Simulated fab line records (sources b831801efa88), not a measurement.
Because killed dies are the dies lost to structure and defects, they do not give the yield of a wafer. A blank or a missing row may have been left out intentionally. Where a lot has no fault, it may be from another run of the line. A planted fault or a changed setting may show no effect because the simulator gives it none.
A struck lot beside a sound one || flow sky130 || 16 out of 708 route steps
Sound: the wafers L338.1, L338.3, L338.6. Struck: wafers L356.1, L356.4. (L356.3 of the same lot was not struck and is left out.) The cause comes at the end.
At each step with rows: each side's tool, then ch and its chambers, then its first start. Under that, the readings that differ: sound wafers || struck wafers || difference of the means || sigmas: that difference in standard deviations of wafers without a fault.
alike: readings whose means differ by less than 2 such deviations, and words and numbers that are the same on both sides. not compared: withheld readings, readings that some wafer has no value for, bounds like >300 that may hide the same value, and numbers for which the record gives no deviation and whose values overlap.
A row with sigmas, a row that says differs or no value, or rows on one side alone: a step with any of these is where the two part. When numbers do not overlap yet have no deviation, they are printed without sigmas and do not part them. A reading that every wafer of one side lacks parts them only if that side has two wafers or more.

first, 7 steps without rows for these wafers: SKY_METAL4_HMDS_06 (prime time 60 s); SKY_METAL4_COAT_07 (resist thk 60 nm); SKY_METAL4_COAT_08 (resist thk 1140 nm); SKY_METAL4_SOFTBAKE_09 (time 90 s); SKY_METAL4_EXPOSE_10 (exposes mask MM4, target cd 300 nm); SKY_METAL4_PEB_11; SKY_METAL4_DEVELOP_12 (develop time 60 s).
SKY_METAL4_CD_MEAS_13: target cd 300 nm.
  sound on cd-sem-01 at day 42 22:56; struck on cd-sem-02 at day 47 03:11
  alike: cd-nm
SKY_METAL4_OVL_MEAS_14:
  sound on overlay-02 at day 42 23:03; struck on overlay-01 at day 47 03:19
  alike: METAL4_OVL
SKY_METAL4_DESCUM_15: chemistry O2, time 8 s.
  sound on rie-metal-01 ch 0,1, day 42 23:05; struck on rie-metal-01 ch 1, day 47 03:20
  alike: drypump-motor-current-A, oes-product-au, rf-fwd-power-W
  not compared: rf-hours-counter-h
SKY_METAL4_ETCH_16: etches BARC in N2/H2, stops on SiO2, time 88.2 s, target depth 60 nm.
  sound on rie-metal-01 ch 0,1, day 42 23:07; struck on rie-metal-01 ch 1, day 47 03:22
  alike: drypump-motor-current-A, oes-product-au, rf-fwd-power-W, throttle-valve-pct
  not compared: rf-hours-counter-h
SKY_METAL4_ETCH_17: etches SiO2 in C4F8/O2/Ar, stops on TiN, time 3.9 s, target depth 15 nm.
  sound on rie-diel-03 ch 0,1,3, day 42 23:13; struck on rie-diel-03 ch 1,2, day 47 03:28
  alike: oes-product-au, rf-fwd-power-W
  not compared: rf-hours-counter-h
SKY_METAL4_METAL_ETCH_18: etches the open film in Cl2/BCl3, stops on SiO2, target depth 845 nm, time 183.1 s.
  sound on rie-metal-02 ch 0,1, day 42 23:14; struck on rie-metal-02 ch 0, day 47 03:29
{"reading": "rf-fwd-power-W (W)", "sound": "895.4 897.0 897.5", "struck": "752.3 752.7", "difference": -144.1, "sigmas": -48}
{"reading": "model.KrF-thick_of_METAL4_COAT_08.thk-nm (nm)", "sound": "522.8 532.4 520.1", "struck": "612.9 608.5", "difference": "+85.6", "sigmas": ""}
{"reading": "model.METAL4.cd-nm (nm)", "sound": "304 301.7 299.9", "struck": "306.4 304.6", "difference": "+3.6", "sigmas": ""}
{"reading": "model.SiO2_of_VIA3_HDPCVD_00.thk-nm (nm)", "sound": "434.8 436.9 437.1", "struck": "441.4 441.4", "difference": "+5.1", "sigmas": ""}
  alike: bcl3-flow-sccm, drypump-motor-current-A, oes-product-au, throttle-valve-pct
  not compared: rf-hours-counter-h
SKY_METAL4_STRIP_19: strips in O2/N2.
  sound on plasma-asher-01 ch 0,1, day 42 23:25; struck on plasma-asher-03 ch 0, day 47 03:40
{"reading": "oes-product-au (a.u.)", "sound": "0.505 0.502 0.501", "struck": "0.531 0.539", "difference": "+0.032", "sigmas": "+6"}
{"reading": "strip-time-to-endpoint-s (s)", "sound": "6.49 6.60 6.48", "struck": "7.38 7.35", "difference": "+0.84", "sigmas": "+9"}
  alike: drypump-motor-current-A
  not compared: rf-hours-counter-h
then, 1 step without rows for these wafers: SKY_METAL4_STRIP_20 (strips in post etch residue remover, time 1200 s).
-- the record jumps here: 3 days lie between the struck wafers' starts before and after (it left off in module METAL4 and takes up again in module PAD_OPEN, whose first step shown is number 708 of the route) --
SKY_PAD_OPEN_PROBE_99:
  sound on prober-01 at day 46 19:34; struck on prober-02 at day 50 12:26
{"reading": "model.etest.met4.width-nm (nm)", "sound": "302 303.1 298.5", "struck": "309.1 303.2", "difference": "+4.9", "sigmas": ""}
{"reading": "model.etest.met4.line-ohm-um", "sound": "0.144 0.1407 0.1441", "struck": "0.1326 0.1374", "difference": -0.0079, "sigmas": ""}
  not compared: model.etest.met4-comb.leak-log10-a-um

## WHERE THEY PART
Earliest at SKY_METAL4_METAL_ETCH_18; latest, in this record, at SKY_METAL4_STRIP_19.

WHY: what the simulator had put in
rie-metal-02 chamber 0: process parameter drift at SKY_METAL4_METAL_ETCH_18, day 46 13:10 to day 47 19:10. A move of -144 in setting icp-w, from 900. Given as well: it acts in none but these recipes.
